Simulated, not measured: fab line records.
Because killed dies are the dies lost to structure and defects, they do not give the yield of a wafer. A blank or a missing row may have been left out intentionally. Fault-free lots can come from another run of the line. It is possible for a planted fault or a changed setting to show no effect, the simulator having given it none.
fab line records	flow sky130
[record] lots = 5	wafers = 23
route steps=708 shown FIELD_ISO@2 DNWELL@37 NWELL@66 VT_ADJUST_NCORE@121 VT_ADJUST_HVTR@137 VT_ADJUST_PCH@151 GATE_OXIDE@198
start-h: the number of hours between the record's first day and the start of the first shown wafer of the lot	wait-h: time in hours since the lot's previous step	" as in the row above	L1.1+2: a single row standing in for several wafers	- value missing, or start not given	* or withheld: withheld	< > ~ a bound
route shown NAME@n: NAME is a module with steps in the file, n the number in the route of the first one	usual: mean and standard deviation over wafers with no fault	same: alike in all rows	chamber/n: place in a boat	sites: per-site readings	_std_site: the standard deviation of these	_edge_site: outer sites' mean less inner sites'	radius-mm: for every site, how far away it sits from the centre of the wafer	mask NAME#n: copy n	behind: tool/chamber where the wafer was last shaped	hold: the reason the lot was held/the length of the hold in hours/how it ended	device: whichever transistor did not switch (one of n, p or np)	end of line: at the end of the route, the tests of the same wafers	a step given without rows: its recipe and nothing more	killed: not the wafer's yield, but the dies lost to structure and defects at the first sort	map: a wafer's dies, x killed, . not, _ none there
set.NAME: the setting the step ran with; set.NAME@STEP: the setting that earlier step ran with	model.NAME: the simulator's own value behind a step, which no gauge read
lots whose settings were changed on purpose; a table a step, a row a wafer
[[steps]]
[step SKY_FIELD_ISO_OXIDATION_01]
[recipe] temp-c = 900	ambient = O2	stabilise-s = 600	purge-s = 300	target-thk-a = 120	ox-time-s = 1843
lot.wafer	tool	chamber	start-h	wait-h	set.ox-time-s	model.SiO2_of_FIELD_ISO_OXIDATION_01.thk-nm
L076.1	-	-	-	0.7	1995	12.59
L076.3	"	-	"	"	1995	12.71
L076.4	"	-	"	"	1995	12.64
L076.5	"	-	"	"	1995	12.91
L076.6	"	-	"	"	1995	12.67
L077.1	-	-	-	0.1	1993	12.61
L077.2	"	-	"	"	1993	12.71
L077.3	"	-	"	"	1993	12.42
L077.4	"	-	"	"	1993	12.67
L077.5	"	-	"	"	1993	12.63
L079.1	-	-	-	1.5	1673	11.18
L079.2	"	-	"	"	1673	11.13
L079.3	"	-	"	"	1673	11.3
L079.5	"	-	"	"	1673	11.08
L079.6	"	-	"	"	1673	11.22
L081.1	furnace-02	0	46.28	1.3	1843	12.12
L081.2	"	0	"	"	1843	12.25
L081.5	"	0	"	"	1843	12.13
L084.2	-	-	-	4.3	1843	11.8
L084.3	"	-	"	"	1843	11.63
L084.4	"	-	"	"	1843	11.55
L084.5	"	-	"	"	1843	11.79
L084.6	"	-	"	"	1843	11.68
[step SKY_FIELD_ISO_THK_MEAS_02]
[recipe] reads = SiO2_of_FIELD_ISO_OXIDATION_01
[usual] FIELD_ISO_OXIDATION_00_THK = 12.01/0.19
lot.wafer	tool	chamber	start-h	wait-h	set.ox-time-s@FIELD_ISO_OXIDATION_01	FIELD_ISO_OXIDATION_00_THK[nm]
L076.1	film-metro-04	-	-	-	1995	12.64
L076.3	"	-	"	"	1995	12.71
L076.4	"	-	"	"	1995	12.59
L076.5	"	-	"	"	1995	12.94
L076.6	"	-	"	"	1995	12.67
L077.1	film-metro-03	-	-	-	1993	12.65
L077.2	"	-	"	"	1993	12.71
L077.3	"	-	"	"	1993	12.43
L077.4	"	-	"	"	1993	12.65
L077.5	"	-	"	"	1993	12.61
L079.1	film-metro-02	-	-	-	1673	11.15
L079.2	"	-	"	"	1673	11.15
L079.3	"	-	"	"	1673	11.30
L079.5	"	-	"	"	1673	11.06
L079.6	"	-	"	"	1673	11.22
L081.1	film-metro-03	-	47.80	0.0	1843	12.12
L081.2	"	-	"	"	1843	12.31
L081.5	"	-	"	"	1843	12.16
L084.2	film-metro-02	-	-	-	1843	11.78
L084.3	"	-	"	"	1843	11.68
L084.4	"	-	"	"	1843	11.50
L084.5	"	-	"	"	1843	11.78
L084.6	"	-	"	"	1843	11.64
[step SKY_FIELD_ISO_STRIP_16]
[recipe] chemistry = O2/N2	power-w = 1400	pressure-mtorr = 1500	platen-temp-c = withheld	o2-flow-sccm = 3000	n2-flow-sccm = 300	overash-fraction = 0.5
[usual] strip-time-to-endpoint-s = 3.53/0.043
lot.wafer	tool	chamber	start-h	wait-h	set.power-w	strip-time-to-endpoint-s
L076.1	plasma-asher-01	1	39.38	0.0	1400	3.52
L076.3	"	0	"	"	1400	3.56
L076.4	"	1	"	"	1299	3.75
L076.5	"	0	"	"	1299	3.76
L076.6	"	1	"	"	1299	3.80
L077.1	plasma-asher-01	1	43.78	0.0	1400	3.50
L077.2	"	0	"	"	1400	3.50
L077.3	"	0	"	"	1400	3.48
L077.4	"	1	"	"	1400	3.50
L077.5	"	1	"	"	1400	3.51
L079.1	plasma-asher-03	0	55.08	0.0	1508	3.28
L079.2	"	1	"	"	1400	3.64
L079.3	"	0	"	"	1400	3.54
L079.5	"	1	"	"	1400	3.50
L079.6	"	0	"	"	1508	3.34
L081.1	plasma-asher-03	0	65.38	0.0	1400	3.56
L081.2	"	1	"	"	1400	3.51
L081.5	"	0	"	"	1400	3.51
L084.2	plasma-asher-01	0	83.43	0.0	1400	3.50
L084.3	"	0	"	"	1241	3.94
L084.4	"	1	"	"	1241	3.80
L084.5	"	1	"	"	1241	3.87
L084.6	"	0	"	"	1400	3.57
[step SKY_FIELD_ISO_OXIDATION_22]
[recipe] temp-c = 950	ambient = O2	stabilise-s = 600	purge-s = 300	target-thk-a = 100	ox-time-s = 623
lot.wafer	tool	chamber	start-h	wait-h	set.ox-time-s
L076.1+3+4+5+6	-	-	-	0.5	623
L077.1+2+3+4+5	-	-	-	0.9	623
L079.1+2+3+5+6	-	-	-	3.7	712.4
L081.1+2+5	furnace-01	0	70.09	4.3	623
L084.2+3+4+5+6	-	-	-	0.0	570
[step SKY_FIELD_ISO_CVD_24]
[recipe] material = SiO2	target-thk-nm = 595	temp-c = 650	sigma-open-frac = 0.3	time-s = 99.2	sih4-flow-sccm = 60	pressure-mtorr = 5.739
[step SKY_FIELD_ISO_CMP_27]
[recipe] stop-on = Si3N4	t-overpolish-s = 16	down-force-psi = 4	platen-rpm = 60	target-thk-nm = 457.8	pad-velocity-m-s = 0.94248
[step SKY_FIELD_ISO_WET_ETCH_28]
[recipe] chemistry = dHF	target-depth-nm = 23.7	target = SiO2	dilution = 10:1	temp-c = 25	time-s = 47
[step SKY_FIELD_ISO_WET_ETCH_29]
[recipe] chemistry = H3PO4	target-depth-nm = 160	target = Si3N4	temp-c = 160	time-s = 1825
lot.wafer	tool	chamber	start-h	wait-h	set.ox-time-s@FIELD_ISO_OXIDATION_01	model.SiO2_of_FIELD_ISO_OXIDATION_01.thk-nm
L076.1	wet-bench-03	3	44.84	0.0	1995	12.59
L076.3	"	3	"	"	1995	12.71
L076.4	"	3	"	"	1995	12.64
L076.5	"	3	"	"	1995	12.91
L076.6	"	3	"	"	1995	12.67
L077.1	wet-bench-04	3	50.80	0.0	1993	12.61
L077.2	"	3	"	"	1993	12.71
L077.3	"	3	"	"	1993	12.42
L077.4	"	3	"	"	1993	12.67
L077.5	"	3	"	"	1993	12.63
L079.1	wet-bench-01	0	67.63	0.0	1673	11.18
L079.2	"	0	"	"	1673	11.13
L079.3	"	0	"	"	1673	11.3
L079.5	"	0	"	"	1673	11.08
L079.6	"	0	"	"	1673	11.22
L081.1+5	wet-bench-04	2	76.26	0.0	1843	11.81
L081.2	"	2	"	"	1843	11.93
L084.2	wet-bench-01	0	88.27	0.0	1843	11.8
L084.3	"	0	"	"	1843	11.63
L084.4	"	0	"	"	1843	11.55
L084.5	"	0	"	"	1843	11.79
L084.6	"	0	"	"	1843	11.68
[step SKY_DNWELL_COAT_02]
[recipe] spin-rpm = 2000	resist-thk-nm = 3000
lot.wafer	tool	chamber	start-h	wait-h	set.resist-thk-nm	model.coat_of_DNWELL_COAT_02.thk-nm
L076.1	litho-track-02	0	56.46	0.1	3000	3005
L076.3+6	"	0	"	"	2929	2931
L076.4	"	0	"	"	3000	2999
L076.5	"	0	"	"	3000	2997
L077.1	litho-track-03	0	61.94	0.1	2866	2864
L077.2+5	"	0	"	"	2866	2869
L077.3	"	0	"	"	3000	3003
L077.4	"	0	"	"	3000	3005
L079.1	litho-track-02	0	80.11	0.1	3068	3071
L079.2	"	0	"	"	3000	3012
L079.3	"	0	"	"	3000	3010
L079.5	"	0	"	"	3068	3074
L079.6	"	0	"	"	3000	3001
L081.1	litho-track-02	0	89.01	0.1	3000	3000
L081.2	"	0	"	"	3000	2999
L081.5	"	0	"	"	3000	3001
L084.2	litho-track-02	0	98.24	0.1	3101	3111
L084.3	"	0	"	"	3000	2998
L084.4	"	0	"	"	3101	3105
L084.5	"	0	"	"	3000	3012
L084.6	"	0	"	"	3000	3005
[step SKY_DNWELL_SOFTBAKE_03]
[recipe] temp-c = 110	time-s = withheld
[step SKY_DNWELL_EXPOSE_04]
[recipe] mask-id = DNM	na = 0.57	target-cd-nm = 3000	dose-mj = 222
[step SKY_DNWELL_DEVELOP_06]
[recipe] wall-angle-deg = 90	developer = TMAH	develop-time-s = 60	dev-temp-c = 23
[step SKY_DNWELL_IMPLANT_07]
[recipe] species = P	energy-kev = withheld	dose-cm2 = withheld	tilt-deg = withheld
[step SKY_DNWELL_STRIP_08]
[recipe] chemistry = O2/N2	power-w = 1400	pressure-mtorr = 1500	platen-temp-c = withheld	o2-flow-sccm = 3000	n2-flow-sccm = 300	overash-fraction = 0.5
[usual] strip-time-to-endpoint-s = 36.92/0.079
lot.wafer	tool	chamber	start-h	wait-h	set.resist-thk-nm@DNWELL_COAT_02	strip-time-to-endpoint-s
L076.1	plasma-asher-04	1	64.89	0.1	3000	36.98
L076.3	"	0	"	"	2929	36.13
L076.4	"	1	"	"	3000	36.90
L076.5	"	1	"	"	3000	36.87
L076.6	"	0	"	"	2929	36.13
L077.1	plasma-asher-02	1	70.23	0.1	2866	35.35
L077.2	"	0	"	"	2866	35.40
L077.3	"	1	"	"	3000	36.92
L077.4	"	0	"	"	3000	36.98
L077.5	"	0	"	"	2866	35.39
L079.1	plasma-asher-04	1	89.19	0.1	3068	37.72
L079.2	"	0	"	"	3000	37.07
L079.3	"	0	"	"	3000	37.05
L079.5	"	1	"	"	3068	37.74
L079.6	"	0	"	"	3000	36.92
L081.1	plasma-asher-02	1	97.36	0.1	3000	36.93
L081.2	"	0	"	"	3000	36.91
L081.5	"	1	"	"	3000	36.93
L084.2	plasma-asher-03	1	108.21	0.1	3101	38.20
L084.3	"	1	"	"	3000	36.89
L084.4	"	0	"	"	3101	38.11
L084.5	"	0	"	"	3000	37.06
L084.6	"	1	"	"	3000	36.96
[step SKY_NWELL_IMPLANT_13]
[recipe] species = P	energy-kev = 50	dose-cm2 = 7e+11	tilt-deg = withheld
lot.wafer	tool	chamber	start-h	wait-h	set.energy-kev	model.implant.rp-nm	model.implant.drp-nm
L076.1+3+6	implanter-03	0	98.90	0.1	48.86	58.83	25.06
L076.4+5	"	0	"	"	50	60.21	25.55
L077.1+2+3	implanter-04	0	104.70	0.1	52.55	63.31	26.63
L077.4+5	"	0	"	"	50	60.21	25.55
L079.1+2+3+5+6	implanter-04	0	125.90	0.1	50	61.43	25.55
L081.1+2+5	implanter-04	0	134.65	0.1	50	60.39	25.55
L084.2+3+4+5+6	implanter-01	0	146.08	0.1	50	60.3	25.55
[step SKY_NWELL_SOFTBAKE_19]
[recipe] temp-c = 110	time-s = withheld
lot.wafer	tool	chamber	start-h	wait-h	set.temp-c
L076.1+5+6	litho-track-01	0	108.56	0.1	112
L076.3+4	"	0	"	"	110
L077.1+3+5	litho-track-04	0	113.73	0.1	111
L077.2+4	"	0	"	"	110
L079.1+2	litho-track-02	0	135.16	0.1	110
L079.3+5+6	"	0	"	"	113.5
L081.1+2+5	litho-track-02	0	143.86	0.1	110
L084.2+3+5	litho-track-04	0	155.96	0.1	106.5
L084.4+6	"	0	"	"	110
[step SKY_NWELL_EXPOSE_20]
[recipe] mask-id = NWM_COMPLEMENT	na = 0.6	source-shape = conventional	sigma-outer = 0.6	polarization = unpolarized	target-cd-nm = 840	dose-mj = 260
[step SKY_NWELL_PEB_21]
[recipe] temp-c = 115	time-s = withheld
[step SKY_NWELL_DEVELOP_22]
[recipe] wall-angle-deg = 90	developer = TMAH	develop-time-s = 60	dev-temp-c = 23
lot.wafer	tool	chamber	start-h	wait-h	set.temp-c@NWELL_SOFTBAKE_19	model.coat_of_NWELL_COAT_18.thk-nm
L076.1	litho-track-02	0	-	-	112	2978
L076.3	"	0	"	"	110	2997
L076.4	"	0	"	"	110	3002
L076.5	"	0	"	"	112	2981
L076.6	"	0	"	"	112	2984
L077.1	litho-track-04	0	-	-	111	2991
L077.2	"	0	"	"	110	2990
L077.3	"	0	"	"	111	2984
L077.4	"	0	"	"	110	2997
L077.5	"	0	"	"	111	2985
L079.1	litho-track-02	0	-	-	110	3004
L079.2	"	0	"	"	110	2997
L079.3	"	0	"	"	113.5	2981
L079.5	"	0	"	"	113.5	2980
L079.6	"	0	"	"	113.5	2976
L081.1	litho-track-02	0	-	-	110	3002
L081.2	"	0	"	"	110	3006
L081.5	"	0	"	"	110	3001
L084.2	litho-track-01	0	-	-	106.5	3030
L084.3	"	0	"	"	106.5	3021
L084.4	"	0	"	"	110	2994
L084.5	"	0	"	"	106.5	3031
L084.6	"	0	"	"	110	2992
[step SKY_NWELL_IMPLANT_24]
[recipe] species = B	energy-kev = 140	dose-cm2 = 9.2e+12	tilt-deg = withheld
lot.wafer	tool	chamber	start-h	wait-h	set.energy-kev	model.implant.drp-nm
L076.1+5	implanter-01	0	117.65	0.0	140	95.47
L076.3+4+6	"	0	"	"	136.4	94.51
L077.1+2+3+4+5	implanter-04	0	122.31	0.0	140	95.47
L079.1+2+5	implanter-03	0	144.45	0.0	140	95.47
L079.3+6	"	0	"	"	146.3	97.04
L081.1+2+5	implanter-01	0	153.50	0.0	140	95.47
L084.2+3	implanter-01	0	166.43	0.0	140	95.47
L084.4+5+6	"	0	"	"	133.3	93.66
[step SKY_NWELL_STRIP_25]
[recipe] chemistry = O2/N2	power-w = 1400	pressure-mtorr = 1500	platen-temp-c = withheld	o2-flow-sccm = 3000	n2-flow-sccm = 300	overash-fraction = 0.5
[usual] strip-time-to-endpoint-s = 36.95/0.077
lot.wafer	tool	chamber	start-h	wait-h	set.temp-c@NWELL_SOFTBAKE_19	strip-time-to-endpoint-s
L076.1	plasma-asher-01	1	117.80	0.1	112	36.68
L076.3	"	0	"	"	110	36.93
L076.4	"	1	"	"	110	36.97
L076.5	"	1	"	"	112	36.73
L076.6	"	0	"	"	112	36.76
L077.1	plasma-asher-02	0	122.46	0.1	111	36.85
L077.2	"	1	"	"	110	36.85
L077.3	"	0	"	"	111	36.77
L077.4	"	1	"	"	110	36.93
L077.5	"	1	"	"	111	36.79
L079.1	plasma-asher-02	1	144.60	0.1	110	37.00
L079.2	"	0	"	"	110	36.93
L079.3	"	0	"	"	113.5	36.74
L079.5	"	0	"	"	113.5	36.73
L079.6	"	1	"	"	113.5	36.68
L081.1	plasma-asher-04	1	153.65	0.1	110	36.97
L081.2	"	0	"	"	110	37.03
L081.5	"	1	"	"	110	36.97
L084.2	plasma-asher-01	0	166.55	0.1	106.5	37.32
L084.3	"	1	"	"	106.5	37.20
L084.4	"	0	"	"	110	36.89
L084.5	"	1	"	"	106.5	37.33
L084.6	"	0	"	"	110	36.87
[step SKY_VT_ADJUST_NCORE_COAT_02]
[recipe] resist = NOVOLAK	spin-rpm = 3000	resist-thk-nm = 1140
lot.wafer	tool	chamber	start-h	wait-h	set.spin-rpm	model.NOVOLAK_of_VT_ADJUST_NCORE_COAT_02.thk-nm
L076.1	litho-track-01	0	187.31	0.1	3000	1145
L076.3	"	0	"	"	3000	1148
L076.4	"	0	"	"	3000	1144
L076.5	"	0	"	"	3000	1146
L076.6	"	0	"	"	3000	1141
L077.1	litho-track-01	0	193.21	0.1	2896	1159
L077.2	"	0	"	"	3000	1138
L077.3	"	0	"	"	3000	1141
L077.4	"	0	"	"	2896	1160
L077.5	"	0	"	"	2896	1161
L079.1	litho-track-04	0	219.23	0.1	3097	1128
L079.2+5	"	0	"	"	3000	1146
L079.3	"	0	"	"	3097	1127
L079.6	"	0	"	"	3097	1126
L081.1	litho-track-04	0	229.72	0.1	3000	1141
L081.2	"	0	"	"	3000	1143
L081.5	"	0	"	"	3000	1140
L084.2+3	litho-track-01	0	244.89	0.1	2851	1167
L084.4	"	0	"	"	2851	1168
L084.5	"	0	"	"	3000	1135
L084.6	"	0	"	"	3000	1137
[step SKY_VT_ADJUST_NCORE_DEVELOP_06]
[recipe] resist = NOVOLAK	developer = TMAH	develop-time-s = 60	dev-temp-c = 23
lot.wafer	tool	chamber	start-h	wait-h	set.develop-time-s
L076.1+4+6	litho-track-03	0	197.64	0.1	60
L076.3+5	"	0	"	"	68.7
L077.1+5	litho-track-01	0	203.96	0.1	60
L077.2+3+4	"	0	"	"	54.15
L079.1+3	litho-track-03	0	231.19	0.1	60
L079.2+5+6	"	0	"	"	51.57
L081.1+2+5	litho-track-04	0	240.97	0.1	60
L084.2+4+6	litho-track-04	0	256.55	0.1	51.61
L084.3+5	"	0	"	"	60
[step SKY_VT_ADJUST_NCORE_IMPLANT_09]
[recipe] species = B	energy-kev = 10	dose-cm2 = 2.4e+12	tilt-deg = withheld
[step SKY_VT_ADJUST_NCORE_STRIP_10]
[recipe] chemistry = O2/N2	power-w = 1400	pressure-mtorr = 1500	platen-temp-c = withheld	o2-flow-sccm = 3000	n2-flow-sccm = 300	overash-fraction = 0.5
[usual] strip-time-to-endpoint-s = 14.20/0.038
lot.wafer	tool	chamber	start-h	wait-h	set.spin-rpm@VT_ADJUST_NCORE_COAT_02	strip-time-to-endpoint-s
L076.1	plasma-asher-02	1	198.09	0.1	3000	14.24
L076.3	"	0	"	"	3000	14.28
L076.4	"	1	"	"	3000	14.23
L076.5	"	1	"	"	3000	14.25
L076.6	"	0	"	"	3000	14.18
L077.1	plasma-asher-02	0	204.42	0.1	2896	14.36
L077.2	"	1	"	"	3000	14.16
L077.3	"	1	"	"	3000	14.20
L077.4	"	0	"	"	2896	14.39
L077.5	"	1	"	"	2896	14.39
L079.1	plasma-asher-02	1	231.64	0.1	3097	14.04
L079.2	"	0	"	"	3000	14.26
L079.3	"	1	"	"	3097	14.03
L079.5	"	0	"	"	3000	14.25
L079.6	"	1	"	"	3097	14.02
L081.1	plasma-asher-01	1	241.43	0.1	3000	14.20
L081.2	"	0	"	"	3000	14.22
L081.5	"	1	"	"	3000	14.17
L084.2	plasma-asher-01	0	256.98	0.1	2851	14.47
L084.3	"	0	"	"	2851	14.47
L084.4	"	1	"	"	2851	14.47
L084.5	"	0	"	"	3000	14.12
L084.6	"	1	"	"	3000	14.15
[step SKY_VT_ADJUST_HVTR_DEVELOP_06]
[recipe] develop-time-s = 60	dev-temp-c = 23
lot.wafer	tool	chamber	start-h	wait-h	set.develop-time-s
L076.1+3	litho-track-02	0	220.16	0.1	60
L076.4+5+6	"	0	"	"	62.5
L077.1+3+4	litho-track-04	0	226.62	0.1	60
L077.2+5	"	0	"	"	63.06
L079.1+5+6	litho-track-02	0	254.21	0.1	60
L079.2+3	"	0	"	"	67.68
L081.1+2+5	litho-track-02	0	263.81	0.1	60
L084.2+4	litho-track-04	0	280.70	0.1	56.81
L084.3+5+6	"	0	"	"	60
[step SKY_VT_ADJUST_HVTR_CD_MEAS_07]
[recipe] target-cd-nm = 380
[usual] cd-nm = 380.5/2.7
lot.wafer	tool	chamber	start-h	wait-h	set.develop-time-s@VT_ADJUST_HVTR_DEVELOP_06	cd-nm
L076.1	cd-sem-02	-	220.31	0.1	60	383.6
L076.3	"	-	"	"	60	384.0
L076.4	"	-	"	"	62.5	387.0
L076.5	"	-	"	"	62.5	388.8
L076.6	"	-	"	"	62.5	390.6
L077.1	cd-sem-02	-	226.77	0.1	60	385.1
L077.2	"	-	"	"	63.06	386.2
L077.3	"	-	"	"	60	384.9
L077.4	"	-	"	"	60	385.8
L077.5	"	-	"	"	63.06	389.9
L079.1	cd-sem-01	-	254.36	0.1	60	377.5
L079.2	"	-	"	"	67.68	388.7
L079.3	"	-	"	"	67.68	389.3
L079.5	"	-	"	"	60	377.6
L079.6	"	-	"	"	60	380.5
L081.1	cd-sem-02	-	263.96	0.1	60	376.6
L081.2	"	-	"	"	60	377.0
L081.5	"	-	"	"	60	379.2
L084.2	cd-sem-02	-	280.84	0.1	56.81	377.8
L084.3	"	-	"	"	60	383.3
L084.4	"	-	"	"	56.81	376.8
L084.5	"	-	"	"	60	381.8
L084.6	"	-	"	"	60	382.0
[step SKY_VT_ADJUST_PCH_IMPLANT_08]
[recipe] species = B	energy-kev = 10	dose-cm2 = 5e+11	tilt-deg = withheld
lot.wafer	tool	chamber	start-h	wait-h	set.energy-kev	model.implant.rp-nm	model.implant.drp-nm
L076.1+3+6	implanter-01	0	243.40	0.0	10	32.49	17.11
L076.4+5	"	0	"	"	10.35	33.61	17.53
L077.1+3+5	implanter-01	0	249.17	0.0	9.421	31.68	16.42
L077.2+4	"	0	"	"	10	33.27	17.11
L079.1+5	implanter-01	0	277.80	0.0	10.2	33.89	17.35
L079.2+3+6	"	0	"	"	10	33.24	17.11
L081.1+2+5	implanter-03	0	288.22	0.0	10	32.83	17.11
L084.2+3+5	implanter-01	0	306.37	0.0	10.18	34.12	17.33
L084.4+6	"	0	"	"	10	33.52	17.11
[step SKY_GATE_OXIDE_IMPLANT_11]
[recipe] species = B	energy-kev = 10	dose-cm2 = 2.6e+12	tilt-deg = withheld
lot.wafer	tool	chamber	start-h	wait-h	set.energy-kev	model.implant.rp-nm	model.implant.drp-nm
L076.1+5+6	implanter-02	0	326.61	0.0	10.49	34.81	17.69
L076.3+4	"	0	"	"	10	33.2	17.11
L077.1+2+5	implanter-03	0	331.95	0.0	10.43	34.54	17.62
L077.3+4	"	0	"	"	10	33.14	17.11
L079.1+3+5	implanter-04	0	363.65	0.0	9.581	32.03	16.61
L079.2+6	"	0	"	"	10	33.17	17.11
L081.1+2+5	implanter-04	0	374.60	0.0	10	32.81	17.11
L084.2+5+6	implanter-04	0	396.03	0.0	10	33.03	17.11
L084.3+4	"	0	"	"	10.33	34.11	17.5
[[key]]
[split] step = SKY_FIELD_ISO_OXIDATION_01	setting = ox-time-s	stated = 1843	by = lot
[response] step = SKY_FIELD_ISO_OXIDATION_01	reading = model.SiO2_of_FIELD_ISO_OXIDATION_01.thk-nm	change = +0.0859	per = 1%	r = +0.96
[response] step = SKY_FIELD_ISO_THK_MEAS_02	reading = FIELD_ISO_OXIDATION_00_THK	change = +0.0863	per = 1%	r = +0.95
[response] step = SKY_FIELD_ISO_WET_ETCH_29	reading = model.SiO2_of_FIELD_ISO_OXIDATION_01.thk-nm	change = +0.0873	per = 1%	r = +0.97
[split] step = SKY_FIELD_ISO_STRIP_16	setting = power-w	stated = 1400	by = wafer
[response] step = SKY_FIELD_ISO_STRIP_16	reading = strip-time-to-endpoint-s	change = *	per = 1%	r = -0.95
[split] step = SKY_FIELD_ISO_OXIDATION_22	setting = ox-time-s	stated = 623	by = lot
response none clear
[split] step = SKY_DNWELL_COAT_02	setting = resist-thk-nm	stated = 3000	by = wafer
[response] step = SKY_DNWELL_COAT_02	reading = model.coat_of_DNWELL_COAT_02.thk-nm	change = +30.2	per = 1%	r = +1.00
[response] step = SKY_DNWELL_STRIP_08	reading = strip-time-to-endpoint-s	change = *	per = 1%	r = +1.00
[split] step = SKY_NWELL_IMPLANT_13	setting = energy-kev	stated = 50	by = wafer
[response] step = SKY_NWELL_IMPLANT_13	reading = model.implant.rp-nm	change = +0.606	per = 1%	r = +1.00
[response] step = SKY_NWELL_IMPLANT_13	reading = model.implant.drp-nm	change = +0.213	per = 1%	r = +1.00
[split] step = SKY_NWELL_SOFTBAKE_19	setting = temp-c	stated = 110	by = wafer
[response] step = SKY_NWELL_DEVELOP_22	reading = model.coat_of_NWELL_COAT_18.thk-nm	change = -8.93	per = 1%	r = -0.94
[response] step = SKY_NWELL_STRIP_25	reading = strip-time-to-endpoint-s	change = *	per = 1%	r = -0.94
[split] step = SKY_NWELL_IMPLANT_24	setting = energy-kev	stated = 140	by = wafer
[response] step = SKY_NWELL_IMPLANT_24	reading = model.implant.drp-nm	change = +0.366	per = 1%	r = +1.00
[split] step = SKY_VT_ADJUST_NCORE_COAT_02	setting = spin-rpm	stated = 3000	by = wafer
[response] step = SKY_VT_ADJUST_NCORE_COAT_02	reading = model.NOVOLAK_of_VT_ADJUST_NCORE_COAT_02.thk-nm	change = -6.09	per = 1%	r = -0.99
[response] step = SKY_VT_ADJUST_NCORE_STRIP_10	reading = strip-time-to-endpoint-s	change = *	per = 1%	r = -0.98
[split] step = SKY_VT_ADJUST_NCORE_DEVELOP_06	setting = develop-time-s	stated = 60	by = wafer
response none clear
[split] step = SKY_VT_ADJUST_HVTR_DEVELOP_06	setting = develop-time-s	stated = 60	by = wafer
[response] step = SKY_VT_ADJUST_HVTR_CD_MEAS_07	reading = cd-nm	change = +0.833	per = 1%	r = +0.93
[split] step = SKY_VT_ADJUST_PCH_IMPLANT_08	setting = energy-kev	stated = 10	by = wafer
[response] step = SKY_VT_ADJUST_PCH_IMPLANT_08	reading = model.implant.rp-nm	change = +0.292	per = 1%	r = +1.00
[response] step = SKY_VT_ADJUST_PCH_IMPLANT_08	reading = model.implant.drp-nm	change = +0.12	per = 1%	r = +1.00
[split] step = SKY_GATE_OXIDE_IMPLANT_11	setting = energy-kev	stated = 10	by = wafer
[response] step = SKY_GATE_OXIDE_IMPLANT_11	reading = model.implant.rp-nm	change = +0.313	per = 1%	r = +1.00
[response] step = SKY_GATE_OXIDE_IMPLANT_11	reading = model.implant.drp-nm	change = +0.119	per = 1%	r = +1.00
